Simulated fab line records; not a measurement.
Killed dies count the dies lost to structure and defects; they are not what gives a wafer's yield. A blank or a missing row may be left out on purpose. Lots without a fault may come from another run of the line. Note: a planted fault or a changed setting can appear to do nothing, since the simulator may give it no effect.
Matching of chambers :: flow gf180mcu :: 4 sister chambers for GF_V3_CMP_04 on cmp-02
The step polishes SiO2. 8 wafers are shown with their chamber, then 11 later ones without.

WAFERS WITH THEIR CHAMBER
wafer: L411.1
chamber: 0
motorCurrentA (A): 12.2
timeToEndpointS (s): 74

wafer: L411.2
chamber: 2
motorCurrentA (A): 10.9
timeToEndpointS (s): 78

wafer: L410.2
chamber: 1
motorCurrentA (A): 12.2
timeToEndpointS (s): 84

wafer: L410.6
chamber: 3
motorCurrentA (A): 11.5
timeToEndpointS (s): 94

wafer: L413.1
chamber: 0
motorCurrentA (A): 12.0
timeToEndpointS (s): 79

wafer: L413.3
chamber: 1
motorCurrentA (A): 12.5
timeToEndpointS (s): 81

wafer: L413.6
chamber: 3
motorCurrentA (A): 11.8
timeToEndpointS (s): 89

wafer: L412.1
chamber: 2
motorCurrentA (A): 11.3
timeToEndpointS (s): 76

WAFERS MISSING THEIR CHAMBER
wafer: L412.2
motorCurrentA (A): 13.0
timeToEndpointS (s): 83

wafer: L412.5
motorCurrentA (A): 12.0
timeToEndpointS (s): 83

wafer: L421.2
motorCurrentA (A): 11.4
timeToEndpointS (s): 82

wafer: L421.3
motorCurrentA (A): 12.0
timeToEndpointS (s): 76

wafer: L421.5
motorCurrentA (A): 11.9
timeToEndpointS (s): 85

wafer: L427.2
motorCurrentA (A): 12.2
timeToEndpointS (s): 78

wafer: L427.3
motorCurrentA (A): 11.4
timeToEndpointS (s): 77

wafer: L427.6
motorCurrentA (A): 12.5
timeToEndpointS (s): 80

wafer: L428.4
motorCurrentA (A): 12.0
timeToEndpointS (s): 90

wafer: L428.5
motorCurrentA (A): 12.5
timeToEndpointS (s): 84

wafer: L428.6
motorCurrentA (A): 10.7
timeToEndpointS (s): 81

WHICH CHAMBER EACH WENT THROUGH
wafer: L412.2
from the rows above: can't be placed: 1 or 0
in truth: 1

wafer: L412.5
from the rows above: can't be placed: 1 or 0 or 3
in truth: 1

wafer: L421.2
from the rows above: can't be placed: 2 or 3 or 0
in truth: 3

wafer: L421.3
from the rows above: 0
in truth: 0

wafer: L421.5
from the rows above: can't be placed: 1 or 3 or 0
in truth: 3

wafer: L427.2
from the rows above: can't be placed: 0 or 1
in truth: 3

wafer: L427.3
from the rows above: can't be placed: 2 or 0
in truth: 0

wafer: L427.6
from the rows above: can't be placed: 1 or 0
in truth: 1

wafer: L428.4
from the rows above: can't be placed: 3 or 1
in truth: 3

wafer: L428.5
from the rows above: 1
in truth: 1

wafer: L428.6
from the rows above: 2
in truth: 2
Placed correctly: 3 of 11. Not placeable from these rows: 8 (in 7, the candidates include the true chamber). Wrongly placed: 0.
How it was worked out, from the rows above alone: a wafer's distance from a chamber is the root of the sum, over the readings, of the square of ((its reading less the chamber's mean) divided by the reading's scatter). The wafer belongs to the nearest chamber; if the next one is less than 2 further off, it can't be placed. A chamber's mean is the mean of its shown wafers. The scatter: take each reading less its chamber's mean, square it, sum over the shown wafers, divide by the number of wafers less the number of chambers, and take the root.
